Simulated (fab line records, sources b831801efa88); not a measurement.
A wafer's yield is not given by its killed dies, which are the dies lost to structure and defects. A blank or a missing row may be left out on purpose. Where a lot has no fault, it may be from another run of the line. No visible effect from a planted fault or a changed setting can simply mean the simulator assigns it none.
A lot that was struck, set against a sound lot | flow sky130 | 15 steps out of a route of 708
Sound: these wafers, L932.2, L932.4, L932.5. Wafers struck: L930.3, L930.4, L930.6. The cause is named last.
Each step with rows lists, per side, the tool, then ch with its chambers, then its first start. Under that, the readings that differ: sound wafers | struck wafers | difference of the means | sigmas: that difference in standard deviations of wafers without a fault.
alike: a reading whose means differ by less than 2 such deviations, as well as words and numbers matching on both sides. not compared: withheld readings; readings where some wafer has no value; bounds like >300 that might hide an equal value; numbers whose values overlap and for which the record gives no deviation.
Wherever a step has rows on one side only, a row that says differs or no value, or a row with sigmas, the two part there. Numbers that have no deviation but don't overlap get no sigmas and don't part them. A reading that every wafer of one side lacks parts them only if that side has two wafers or more.

first, 5 steps without rows for these wafers: SKY_LI_CONTACT_COAT_07 (resist thk 450 nm); SKY_LI_CONTACT_SOFTBAKE_08 (time 90 s); SKY_LI_CONTACT_EXPOSE_09 (exposes mask LICM1, target cd 170 nm); SKY_LI_CONTACT_PEB_10; SKY_LI_CONTACT_DEVELOP_11 (develop time 60 s).
SKY_LI_CONTACT_CD_MEAS_12 targets a cd of 170 nm.
  sound on cd_sem-01 at day 34 18:21; struck on cd_sem-01 at day 34 00:34
  alike: cd_nm
SKY_LI_CONTACT_OVL_MEAS_13:
  sound on overlay-01 at day 34 18:28; struck on overlay-01 at day 34 00:40
  reading             | sound   | struck  | difference | sigmas
  LI_CONTACT_OVL (nm) | 11 10 2 | -4 0 -3 | -10        | -2
SKY_LI_CONTACT_ETCH_14: etches BARC in N2/H2, stops on SiO2, time 44.67 s, target depth 60 nm.
  sound on rie_diel-02 ch 2,3, day 34 18:29; struck on rie_diel-04 ch 0,2, day 34 00:41
  alike: drypump_motor_current_A, oes_product_au, throttle_valve_pct
  not compared: rf_hours_counter_h
SKY_LI_CONTACT_ETCH_15: etches PSG in C4F8/O2/Ar, stops on Si, target depth 600 nm.
  sound on rie_diel-02 ch 2,3, day 34 18:32; struck on rie_diel-04 ch 0,2, day 34 00:44
  alike: oes_product_au
SKY_LI_CONTACT_STRIP_16: strips in O2/N2.
  sound on plasma_asher-04 ch 0,1, day 34 18:37; struck on plasma_asher-04 ch 0,1, day 34 00:51
  alike: drypump_motor_current_A, oes_product_au, strip_time_to_endpoint_s
  not compared: rf_hours_counter_h
then, 2 steps without rows for these wafers: SKY_LI_CONTACT_CLEAN_17 (cleans in NMP, time 600 s); SKY_LI_CONTACT_PRE_CLEAN_18 (time 5.6 s).
SKY_LI_CONTACT_SPUTTER_19: material Ti, target thk 20 nm, time 106.37 s.
  sound on pvd_sputter-02 at day 34 18:55; struck on pvd_sputter-03 at day 34 01:07
  no value came back on the struck wafers for cathode_dc_power_W (W), chamber_pressure_pa (Pa), substrate_temp_c (C), throttle_valve_pct (%); on the sound wafers cathode_dc_power_W (W) reads 2500.2 2500.4 2500.1
SKY_LI_CONTACT_SPUTTER_20: material TiN, target thk 20 nm, time 80 s.
  sound on pvd_sputter-02 at day 34 18:59; struck on pvd_sputter-03 at day 34 01:12
  alike: cathode_dc_power_W, chamber_pressure_pa, throttle_valve_pct
-- record jumps: 15 days separate the struck wafers' starts on either side; left off in module LI_CONTACT, taken up again in module PAD_OPEN, whose first shown step is the route's number 708 --
SKY_PAD_OPEN_PROBE_99:
  sound on prober-02 at day 49 20:15; struck on prober-02 at day 49 07:33
  reading            | sound    | struck      | difference | sigmas
  killed_at_M0_to_M3 | 35 38 30 | 43 42 59    | +14        | +2
  killed_at_contacts | 25 26 22 | 421 436 411 | +398       | +74
  killed_dies        | 77 82 67 | 492 492 492 | +417       | +44
  killed_on_rim      | 13 15 13 | 96 96 96    | +82        | +21
  alike: killed_at_M4_up, killed_at_front_end, killed_at_other, killed_open, killed_short

== WHERE THEY PART ==
Earliest at SKY_LI_CONTACT_OVL_MEAS_13; latest, in this record, at SKY_PAD_OPEN_PROBE_99.

WHY: what the simulator had put in
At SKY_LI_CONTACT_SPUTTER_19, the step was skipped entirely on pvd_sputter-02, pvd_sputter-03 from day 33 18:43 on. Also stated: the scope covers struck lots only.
